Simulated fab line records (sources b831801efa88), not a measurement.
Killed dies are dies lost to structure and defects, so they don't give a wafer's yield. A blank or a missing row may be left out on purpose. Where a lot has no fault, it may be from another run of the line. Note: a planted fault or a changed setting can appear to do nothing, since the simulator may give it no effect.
Problem report, 8D (eight disciplines) form, completed by code + flow gf180mcu + the parts of the form that need people (team, actions taken, sign-off) are left out

1. WHAT IS WRONG
V5_W_RS at GF_V5_RS_MEAS_24 reads a mean of 0.310 ohm/sq on 1 wafer of 1 lot; wafers without a fault read 0.329 ohm/sq with a standard deviation of 0.0045. That puts it -4.2 standard deviations away from the usual mean.
The step: measures by four-point-probe.
First observed at day 28 22:12: wafer L272.3, on film-metro-01. The record has a number at this step for 36 wafers belonging to 12 lots. The rule behind "out" and "out of limits": a value lying over 4 standard deviations away from the usual mean. The rest of the wafers with a number are treated as sound.

2. WHAT IT IS, WHAT IT ISN'T
| question                    | is                | is not                                                                                                   |
|-----------------------------|-------------------|----------------------------------------------------------------------------------------------------------|
| which readings at this step | V5_W_RS           | -                                                                                                        |
| which lots                  | L272              | L267, L268, L269, L270, L282, L283, L286, L287, L288, L289, L290                                         |
| which wafers of those lots  | L272.3            | L272.4, L272.6                                                                                           |
| read on which gauges        | film-metro-01     | film-metro-03, film-metro-04                                                                             |
| when                        | from day 28 22:12 | up to then (14 sound wafers); but 21 sound wafers of L282, L283, L286, L287, L288, L289, L290 came after |

3. SUSPECTS, AND WHAT RULES EACH OUT
Counting: a tool at a process step up to the reading stays a suspect if it ran every lot that is out. Sound lots after the first of them don't rule it out here, since some wafers of a struck lot are sound.
- the gauge at GF_V5_RS_MEAS_24: kept. All the wafers that are out were read on film-metro-01, and no step on other tools shows them out.
- cvd-w-02 at GF_V5_CVD_23 (deposits W, target thk 350 nm, time 104.9 s): kept. It processed L272, the lot that is out, at day 28 22:05, and its most recent sound lot before then was L270 at day 28 13:35.
- Within cvd-w-02 at GF_V5_CVD_23: the wafers that are out ran in chamber 0; their sound lot-mates ran in chamber 1.
Remaining after the count are cvd-w-02 at GF_V5_CVD_23 and film-metro-01 at GF_V5_RS_MEAS_24.

4. THE CAUSE (what the simulator had put in)
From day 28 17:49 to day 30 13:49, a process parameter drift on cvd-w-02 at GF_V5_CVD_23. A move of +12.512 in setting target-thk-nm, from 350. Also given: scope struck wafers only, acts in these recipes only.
Counting left 2 suspects, and this tool is among them.

5. THE CHAIN OF EFFECTS, in route order
Each row: a reading whose mean over the struck wafers that have a number lies more than 3 standard deviations from the usual. Readings are gone through only where the record gives a usual standard deviation; hours: the median, over the lots, of the time from a lot's start at the first step in this table giving one to that lot's start at this step; sigmas: the change measured in usual standard deviations.
| hours | step              | reading  | usual        | on struck wafers | change | sigmas |
|-------|-------------------|----------|--------------|------------------|--------|--------|
| 0     | GF_V5_RS_MEAS_24  | V5_W_RS  | 0.329 ohm/sq | 0.310            | -0.019 | -4.2   |
| 0     | GF_V5_THK_MEAS_25 | V5_W_THK | 351 nm       | 376              | +25    | +4.8   |
Later steps that measure or inspect, where all struck wafers having a row at the step show a number for every such reading and not one has moved that far: GF_TOP_METAL_CD_MEAS_14, GF_TOP_METAL_OVL_MEAS_15, GF_PASSIVATION_THK_MEAS_01.

6. HOW IT WOULD HAVE BEEN CAUGHT EARLIER
The first out-of-limits reading at a measuring or inspecting step in this record came at day 28 22:12, 4 hours after the fault's start at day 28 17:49.
Tool readings at GF_V5_CVD_23 with a usual standard deviation given in the record: none out on any struck wafer, hence no alarm at a limit of 4 standard deviations on them.
All the lots that are out (1) had begun GF_V5_CVD_23 on cvd-w-02 by day 28 22:12. Tool hold at that time: it would have spared none of them.
